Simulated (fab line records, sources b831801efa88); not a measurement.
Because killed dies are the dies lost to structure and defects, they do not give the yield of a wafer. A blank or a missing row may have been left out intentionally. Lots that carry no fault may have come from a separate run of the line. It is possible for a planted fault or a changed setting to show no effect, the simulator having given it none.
fab line records	flow sky130
record: lots: 5	wafers: 15	last_day: 50
route steps=708 shown VIA1@473 METAL2@483 PAD_OPEN@708
lots with no fault: from the same line, run without faults
start_h: hours from the record's first day to the start of the lot's first wafer shown	wait_h: hours elapsed since this lot's preceding step	" identical to the entry in the row above	L1.1+2: several wafers, shown together as one row	- value missing, or start not given	* or withheld: withheld	< > ~ a bound
route shown NAME@n: names a module that has steps shown in the file, with the first one's number in the route	usual: mean and standard deviation over wafers with no fault	same: alike in all rows	chamber/n: place in a boat	sites: readings site by site	_std_site: their standard deviation	_edge_site: the outer-site mean with the inner-site mean subtracted	radius_mm: how far each site lies from the wafer's centre	mask NAME#n: copy n	behind: the tool/chamber that last shaped the wafer	hold: reason for holding the lot/hours on hold/outcome of the hold	device: the transistor (n, p or np) that didn't switch	end of line: the route-end tests of the same wafers	for a step that has no rows: nothing shown but its recipe	killed: dies that structure and defects cost at the first sort, which is not the same as the wafer's yield	map: a wafer's dies, marking killed ones x, the rest . and places with no die _
set.NAME: the setting the step ran with; set.NAME@STEP: the setting that earlier step ran with	model.NAME: the simulator's own value behind a step, which no gauge read
a table for each step, a row for each wafer; lots at some steps of the route
services: a tool's chamber out of use, with start hour (start_h, from the record's first day; less than 0 if before it), hours out, and reason
== steps ==
step: SKY_VIA1_ETCH_15
recipe: target: SiO2	chemistry: C4F8/O2/Ar	target_depth_nm: 351	stop_on: TiN	mask_material: KrF-thick	source_w: 1500	bias_w: 1200	pressure_mtorr: 40	c4f8_flow_sccm: withheld	O2_flow_sccm: 6	Ar_flow_sccm: 300	time_s: 54
step: SKY_VIA1_STRIP_16
recipe: chemistry: O2/N2	power_w: 1400	pressure_mtorr: 1500	platen_temp_c: withheld	o2_flow_sccm: 3000	n2_flow_sccm: 300	overash_fraction: 0.5
step: SKY_VIA1_STRIP_17
recipe: chemistry: post_etch_residue_remover	time_s: 1200	temp_c: 72.5
step: SKY_VIA1_CLEAN_18
recipe: chemistry: IPA	time_s: 180	temp_c: 25
step: SKY_VIA1_CLEAN_19
recipe: chemistry: O3/DIW	dry: n2_spin
step: SKY_VIA1_SPUTTER_20
recipe: material: TiN	target_thk_nm: 20	chamber_pressure_pa: 5	power_w: 4000	time_s: 80
step: SKY_VIA1_CVD_21
recipe: material: W	target_thk_nm: 270	time_s: 80.902	temp_c: 400	pressure_torr: 40
step: SKY_VIA1_CMP_24
recipe: stop_on: SiO2	t_overpolish_s: 15	down_force_psi: 3.5	platen_rpm: 60	target_thk_nm: 0	pad_velocity_m_s: 0.94248
step: SKY_METAL2_SPUTTER_00
recipe: material: Ti	target_thk_nm: 15	power_w: 3000	time_s: 10	chamber_pressure_pa: 0.4
step: SKY_METAL2_SPUTTER_01
recipe: material: TiN	target_thk_nm: 20	power_w: 6500	time_s: 16.7	chamber_pressure_pa: 0.4
step: SKY_METAL2_SPUTTER_02
recipe: material: AlCu	target_thk_nm: 250	power_w: 10600	time_s: 13.3	chamber_pressure_pa: 0.4
usual: throttle_valve_pct: 29.4/1.1
lot.wafer	tool	chamber	start_h	wait_h	throttle_valve_pct
L528.2	pvd_sputter-01	-	849.01	0.0	29.6
L528.3	"	-	"	"	28.1
L528.5	"	-	"	"	28.4
L533.4	pvd_sputter-01	-	931.90	0.0	29.7
L533.5	"	-	"	"	29.5
L533.6	"	-	"	"	28.1
L535.1	pvd_sputter-01	-	936.06	0.0	28.0
L535.4	"	-	"	"	29.6
L535.5	"	-	"	"	27.6
L538.4	pvd_sputter-01	-	941.73	0.0	30.2
L538.5	"	-	"	"	27.5
L538.6	"	-	"	"	30.0
L540.1	pvd_sputter-02	-	948.26	0.0	30.3
L540.3	"	-	"	"	31.0
L540.5	"	-	"	"	30.4
step: SKY_METAL2_SPUTTER_03
recipe: material: Ti	target_thk_nm: 5	power_w: 3000	time_s: 3.3	chamber_pressure_pa: 0.4
step: SKY_METAL2_SPUTTER_04
recipe: material: TiN	target_thk_nm: 70	power_w: 6500	time_s: 58.3	chamber_pressure_pa: 0.4
step: SKY_METAL2_RS_MEAS_05
recipe: thk_meas_gauge: four-point-probe	reads: TiN_of_METAL2_SPUTTER_04+Ti_of_METAL2_SPUTTER_03+AlCu_of_METAL2_SPUTTER_02+TiN_of_METAL2_SPUTTER_01+Ti_of_METAL2_SPUTTER_00
usual: METAL2_ALCU_RS: 0.1271/0.0016
lot.wafer	tool	chamber	start_h	wait_h	hold	METAL2_ALCU_RS[ohm/sq]
L528.2	film_metro-02	-	849.12	0.0	-	0.1253
L528.3	"	-	"	"	-	0.1251
L528.5	"	-	"	"	-	0.1247
L533.4	film_metro-02	-	932.05	0.1	await_dispo/0.2h/release	0.1741
L533.5	"	-	"	"	await_dispo/0.2h/release	0.1740
L533.6	"	-	"	"	await_dispo/0.2h/release	0.1724
L533.4	film_metro-02	-	932.34	0.3	-	0.1738
L533.5	"	-	"	"	-	0.1743
L533.6	"	-	"	"	-	0.1722
L535.1	film_metro-02	-	936.15	0.0	await_dispo/0.2h/release	0.1722
L535.4	"	-	"	"	await_dispo/0.2h/release	0.1749
L535.5	"	-	"	"	await_dispo/0.2h/release	0.1761
L535.1	film_metro-02	-	936.44	0.3	-	0.1726
L535.4	"	-	"	"	-	0.1748
L535.5	"	-	"	"	-	0.1762
L538.4	film_metro-03	-	941.88	0.1	await_dispo/0.2h/release	0.1747
L538.5	"	-	"	"	await_dispo/0.2h/release	0.1758
L538.6	"	-	"	"	await_dispo/0.2h/release	0.1736
L538.4	film_metro-03	-	942.17	0.3	-	0.1744
L538.5	"	-	"	"	-	0.1761
L538.6	"	-	"	"	-	0.1734
L540.1	film_metro-02	-	948.35	0.0	-	0.1270
L540.3	"	-	"	"	-	0.1277
L540.5	"	-	"	"	-	0.1273
step: SKY_METAL2_THK_MEAS_06
recipe: thk_meas_gauge: xrf	reads: AlCu_of_METAL2_SPUTTER_02
usual: METAL2_ALCU_THK: 245/3.5
lot.wafer	tool	chamber	start_h	wait_h	hold	METAL2_ALCU_THK[nm]
L528.2	film_metro-02	-	849.23	0.1	-	249
L528.3	"	-	"	"	-	248
L528.5	"	-	"	"	-	249
L533.4	film_metro-02	-	937.95	5.6	await_dispo/0.2h/release	198
L533.5	"	-	"	"	await_dispo/0.2h/release	197
L533.6	"	-	"	"	await_dispo/0.2h/release	201
L533.4	film_metro-02	-	938.19	0.2	-	199
L533.5	"	-	"	"	-	198
L533.6	"	-	"	"	-	199
L535.1	film_metro-02	-	943.22	6.8	await_dispo/0.2h/release	200
L535.4	"	-	"	"	await_dispo/0.2h/release	198
L535.5	"	-	"	"	await_dispo/0.2h/release	197
L535.1	film_metro-02	-	943.54	0.3	-	200
L535.4	"	-	"	"	-	198
L535.5	"	-	"	"	-	197
L538.4	film_metro-03	-	947.54	5.4	await_dispo/0.2h/release	196
L538.5	"	-	"	"	await_dispo/0.2h/release	192
L538.6	"	-	"	"	await_dispo/0.2h/release	195
L538.4	film_metro-03	-	947.77	0.2	-	194
L538.5	"	-	"	"	-	194
L538.6	"	-	"	"	-	198
L540.1	film_metro-02	-	948.47	0.1	-	245
L540.3	"	-	"	"	-	244
L540.5	"	-	"	"	-	247
step: SKY_METAL2_HMDS_08
recipe: prime_time_s: 60	prime_temp_c: 120
step: SKY_METAL2_COAT_09
recipe: resist: BARC	temp_c: withheld	time_s: withheld	spin_rpm: 3000	resist_thk_nm: 60
step: SKY_METAL2_COAT_10
recipe: resist: KrF-thick	spin_rpm: 3000	resist_thk_nm: 450
step: SKY_METAL2_SOFTBAKE_11
recipe: temp_c: 100	time_s: 90	resist: KrF-thick
step: SKY_METAL2_EXPOSE_12
recipe: mask_id: MM2	na: 0.8	source_shape: annular	sigma_inner: 0.55	sigma_outer: 0.85	target_cd_nm: 140	dose_mj: 28
step: SKY_METAL2_PEB_13
recipe: peb_temp_c: withheld	peb_time_s: withheld	resist: KrF-thick
step: SKY_METAL2_DEVELOP_14
recipe: develop_time_s: 60	resist: KrF-thick	dev_temp_c: 21
step: SKY_METAL2_DESCUM_17
recipe: chemistry: O2	source_power_w: 150	bias_power_w: 0	pressure_mtorr: 10	temp_c: 40	time_s: 8
step: SKY_METAL2_ETCH_18
recipe: chemistry: N2/H2	target: BARC	ion_energy_ev: 200	bias_w: 100	pressure_mtorr: 30	n2_flow_sccm: 100	h2_flow_sccm: 200	icp_w: 500	stop_on: SiO2	time_s: 45.9	target_depth_a: 600
step: SKY_METAL2_METAL_ETCH_19
recipe: target_depth_a: 3600	stop_on: SiO2	over_etch_frac: 0.3	time_s: 78	chemistry: Cl2/BCl3	resist_sidewall_deg: 88	pressure_mtorr: 10	icp_w: 900	bias_w: 48.5	Cl2_flow_sccm: 60	bcl3_flow_sccm: 30
usual: drypump_motor_current_A: 5.99/0.3	oes_product_au: 0.855/0.0057	throttle_valve_pct: 22.266/0.0089
lot.wafer	tool	chamber	start_h	wait_h	drypump_motor_current_A	oes_product_au	rf_hours_counter_h	throttle_valve_pct
L528.2	rie_metal-01	1	874.64	0.0	6.23	0.856	17	22.271
L528.3	"	0	"	"	5.50	0.868	-	22.271
L528.5	"	0	"	"	5.52	0.861	-	22.269
L533.4	rie_metal-01	1	956.39	0.1	6.26	0.796	-	22.259
L533.5	"	1	"	"	6.23	0.791	-	22.256
L533.6	"	0	"	"	5.52	0.787	-	22.269
L535.1	rie_metal-03	1	960.51	0.0	6.17	0.788	8	22.262
L535.4	"	0	"	"	5.78	0.788	-	22.249
L535.5	"	1	"	"	6.14	0.785	-	22.246
L538.4	rie_metal-04	0	966.13	0.1	6.08	0.788	-	22.270
L538.5	"	1	"	"	6.35	0.788	-	22.278
L538.6	"	0	"	"	6.06	0.790	-	22.271
L540.1	rie_metal-01	0	972.99	0.0	5.52	0.858	14	22.267
L540.3	"	0	"	"	5.54	0.850	-	22.285
L540.5	"	1	"	"	6.25	0.850	-	22.266
step: SKY_METAL2_STRIP_20
recipe: chemistry: O2/N2	power_w: 1400	pressure_mtorr: 1500	platen_temp_c: withheld	o2_flow_sccm: 3000	n2_flow_sccm: 300	overash_fraction: 0.5
step: SKY_PAD_OPEN_PROBE_99
usual: defect_limited_yield: 82.6/2	killed_at_M0_to_M3: 43/7.3	killed_at_M4_up: 3.4/1.7	killed_at_contacts: 24/4.5	killed_at_front_end: 16/4.4	killed_at_other: 0.2/0.51	killed_dies: 86/9.7	killed_open: 46/6.6	killed_short: 39/7.1	sort_bin_3_pad_short: 0.9/0.45	sort_bin_5_function: 10.4/1.4	sort_bin_6_memory: 6.2/1.2	sort_n_pass: 406/9.7	sort_yield_pct: 82.6/2
same: gross_dies: 492	killed_at_back_side: 0	sort_bin_4_leakage[%]: 0	sort_bin_8_speed[%]: 0
lot.wafer	tool	chamber	start_h	wait_h	defect_limited_yield[%]	killed_at_M0_to_M3	killed_at_M4_up	killed_at_contacts	killed_at_front_end	killed_at_other	killed_dies	killed_open	killed_short	sort_bin_3_pad_short[%]	sort_bin_5_function[%]	sort_bin_6_memory[%]	sort_n_pass	sort_yield_pct[%]	model.etest.met2.rs_ohm_sq_rim_less_centre
L528.2	prober-01	-	1167.10	0.1	82.3	40	5	22	20	0	87	43	44	0.6	9.8	7.3	405	82.3	0.00142
L528.3	prober-01	-	1167.15	0.2	82.5	46	5	19	16	0	86	34	51	0.6	10.8	6.1	406	82.5	-0.002178
L528.5	prober-01	-	1167.25	0.2	79.1	58	3	23	19	0	103	50	53	1.0	11.2	8.7	389	79.1	-0.0004971
L533.4	prober-01	-	1180.61	0.2	81.5	38	1	26	25	1	91	41	50	0.6	12.4	5.5	401	81.5	0.04359
L533.5	prober-01	-	1180.66	0.2	81.9	50	0	23	16	0	89	52	37	0.6	10.2	7.3	403	81.9	0.04621
L533.6	prober-01	-	1180.71	0.2	79.3	58	1	25	18	0	102	54	48	1.4	12.6	6.7	390	79.3	0.04266
L535.1	prober-01	-	1181.96	0.1	87.0	33	3	15	13	0	64	35	29	0.8	7.1	5.1	428	87.0	0.04448
L535.4	prober-01	-	1182.11	0.2	82.9	39	5	23	17	0	84	61	22	0.4	10.8	5.9	408	82.9	0.04327
L535.5	prober-01	-	1182.16	0.2	84.6	44	3	23	6	0	76	41	35	0.6	9.1	5.7	416	84.6	0.043
L538.4	prober-01	-	1185.44	0.2	82.7	40	5	22	18	0	85	44	38	0.8	10.6	5.9	407	82.7	0.0429
L538.5	prober-01	-	1185.49	0.2	81.7	49	3	21	17	0	90	54	36	1.4	10.8	6.1	402	81.7	0.04543
L538.6	prober-01	-	1185.54	0.2	80.5	53	1	26	16	0	96	53	42	0.8	12.2	6.5	396	80.5	0.04564
L540.1	prober-01	-	1190.90	0.1	80.9	49	7	19	19	0	94	49	45	0.6	11.8	6.7	398	80.9	-0.001076
L540.3	prober-01	-	1191.00	0.2	77.2	60	3	30	18	1	112	52	59	1.4	12.6	8.7	380	77.2	0.00147
L540.5	prober-01	-	1191.10	0.2	80.7	53	5	18	19	0	95	46	48	2.0	11.2	6.1	397	80.7	-0.0006092
killed by level:class
L528.2 VIA1:geometric_particle:open=9 CONTACT:geometric_particle:open=8 LI_CONTACT:geometric_particle:short=6 VIA3:geometric_particle:open=6 POLY_GATE:geometric_particle:short=5 VIA2:geometric_particle:short=5 LI_CONTACT:geometric_particle:open=5 VIA3:geometric_particle:short=5
L528.3 METAL1:geometric_particle:short=10 CONTACT:geometric_particle:open=6 VIA2:geometric_particle:short=6 FIELD_ISO:geometric_particle:short=5 POLY_GATE:geometric_particle:short=5 LOCAL_INTERCONNECT:geometric_particle:short=5 VIA1:geometric_particle:open=5 VIA3:geometric_particle:open=5
L528.5 VIA1:geometric_particle:open=14 VIA1:geometric_particle:short=9 METAL1:geometric_particle:short=8 METAL2:geometric_particle:short=8 POLY_GATE:geometric_particle:open=6 VIA2:geometric_particle:open=6 CONTACT:geometric_particle:open=5 VIA2:geometric_particle:short=5
L533.4 LI_CONTACT:geometric_particle:open=10 VIA1:geometric_particle:open=10 FIELD_ISO:geometric_particle:short=9 LOCAL_INTERCONNECT:geometric_particle:short=6 VIA1:geometric_particle:short=6 FIELD_ISO:geometric_particle:open=5 VIA2:geometric_particle:open=5 CONTACT:geometric_particle:short=4
L533.5 VIA1:geometric_particle:open=19 VIA2:geometric_particle:open=8 LI_CONTACT:geometric_particle:open=7 CONTACT:geometric_particle:open=7 METAL1:geometric_particle:short=7 VIA3:geometric_particle:short=5 POLY_GATE:geometric_particle:short=4 LI_CONTACT:geometric_particle:short=4
L533.6 CONTACT:geometric_particle:open=11 METAL1:geometric_particle:short=10 VIA1:geometric_particle:open=10 VIA3:geometric_particle:open=7 METAL2:geometric_particle:short=7 VIA2:geometric_particle:short=6 FIELD_ISO:geometric_particle:short=5 FIELD_ISO:geometric_particle:open=5
L535.1 VIA1:geometric_particle:open=11 CONTACT:geometric_particle:open=6 METAL1:geometric_particle:short=5 POLY_GATE:geometric_particle:open=4 METAL2:geometric_particle:short=4 FIELD_ISO:geometric_particle:open=3 LOCAL_INTERCONNECT:geometric_particle:open=3 POLY_GATE:geometric_particle:short=3
L535.4 VIA1:geometric_particle:open=11 LI_CONTACT:geometric_particle:open=10 CONTACT:geometric_particle:open=9 VIA2:geometric_particle:open=8 VIA3:geometric_particle:open=7 METAL4:geometric_particle:open=5 SPACER:geometric_particle:open=4 VIA2:geometric_particle:short=4
L535.5 VIA1:geometric_particle:open=9 VIA2:geometric_particle:open=9 CONTACT:geometric_particle:open=8 VIA1:geometric_particle:short=6 LI_CONTACT:geometric_particle:open=5 LOCAL_INTERCONNECT:geometric_particle:short=5 METAL2:geometric_particle:short=4 VIA2:geometric_particle:short=4
L538.4 VIA1:geometric_particle:open=16 LI_CONTACT:geometric_particle:open=7 METAL1:geometric_particle:short=6 POLY_GATE:geometric_particle:short=5 CONTACT:geometric_particle:open=5 METAL2:geometric_particle:short=5 POLY_GATE:geometric_particle:open=4 CONTACT:geometric_particle:short=4
L538.5 VIA3:geometric_particle:open=12 CONTACT:geometric_particle:open=10 VIA2:geometric_particle:open=8 VIA1:geometric_particle:open=6 FIELD_ISO:geometric_particle:open=5 METAL2:geometric_particle:short=5 METAL1:geometric_particle:short=5 POLY_GATE:geometric_particle:open=4
L538.6 VIA1:geometric_particle:open=16 LI_CONTACT:geometric_particle:open=9 METAL1:geometric_particle:short=8 CONTACT:geometric_particle:short=7 VIA3:geometric_particle:open=7 CONTACT:geometric_particle:open=4 VIA1:geometric_particle:short=4 METAL2:geometric_particle:short=4
L540.1 VIA2:geometric_particle:open=11 VIA1:geometric_particle:open=9 METAL2:geometric_particle:short=6 LI_CONTACT:geometric_particle:open=6 CONTACT:geometric_particle:open=6 FIELD_ISO:geometric_particle:short=4 POLY_GATE:geometric_particle:short=4 VIA1:geometric_particle:short=4
L540.3 VIA1:geometric_particle:open=16 CONTACT:geometric_particle:short=11 CONTACT:geometric_particle:open=11 METAL2:geometric_particle:short=9 VIA1:geometric_particle:short=9 VIA2:geometric_particle:open=6 POLY_CUT:geometric_particle:short=5 LI_CONTACT:geometric_particle:open=5
L540.5 VIA2:geometric_particle:open=13 LI_CONTACT:geometric_particle:open=8 POLY_GATE:geometric_particle:short=7 VIA1:geometric_particle:short=6 METAL2:geometric_particle:short=6 VIA2:geometric_particle:short=6 VIA3:geometric_particle:open=6 CONTACT:geometric_particle:open=5
== services ==
tool	chamber	start_h	hours	kind
pvd_sputter-02	-	834.71	1.1	repair
pvd_sputter-02	3	866.73	-	consumable_replace:kit
pvd_sputter-02	3	866.73	18.0	scheduled_down
pvd_sputter-02	3	866.73	18.0	vent_cycle
pvd_sputter-01	0	872.37	-	consumable_replace:kit
pvd_sputter-01	0	872.37	18.0	scheduled_down
pvd_sputter-01	0	872.37	18.0	vent_cycle
pvd_sputter-02	-	887.64	3.4	repair
pvd_sputter-01	-	890.77	4.1	repair
pvd_sputter-02	-	904.31	11.8	repair
rie_metal-01	1	912.60	-	clean
rie_metal-01	1	912.60	14.2	scheduled_down
rie_metal-01	1	912.60	14.2	vent_cycle
pvd_sputter-01	-	925.11	1.4	repair
rie_metal-03	0	927.17	20.9	repair
== key ==
first_sign: step: SKY_METAL2_RS_MEAS_05	reading: visit	direction: added
effect: step: SKY_METAL2_RS_MEAS_05	reading: METAL2_ALCU_RS	direction: up	sigmas: 29	usual: 0.1271	struck: 0.1742
effect: step: SKY_METAL2_THK_MEAS_06	reading: visit	direction: added
effect: step: SKY_METAL2_THK_MEAS_06	reading: METAL2_ALCU_THK	direction: down	sigmas: 14	usual: 245	struck: 197
effect: step: SKY_METAL2_METAL_ETCH_19	reading: oes_product_au	direction: down	sigmas: 11	usual: 0.855	struck: 0.789
model_effect: step: SKY_PAD_OPEN_PROBE_99	value: etest.met2.rs_ohm_sq_rim_less_centre	without: 0.0003506	struck: 0.04413
met_at SKY_METAL2_SPUTTER_02
struck_wafers L533.4,L533.5,L533.6,L535.1,L535.4,L535.5,L538.4,L538.5,L538.6
onset_between 849.01 931.90
fault: kind: site_profile_drift	tool: pvd_sputter-01	chamber: -	onset_h: 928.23	steps: SKY_METAL2_SPUTTER_02	basis: fraction	max_abs_drift: 0.43613	slope_share_per_hr: 96.917	site_pattern: 0,0,0,0,0,-1,-1,-1,-1
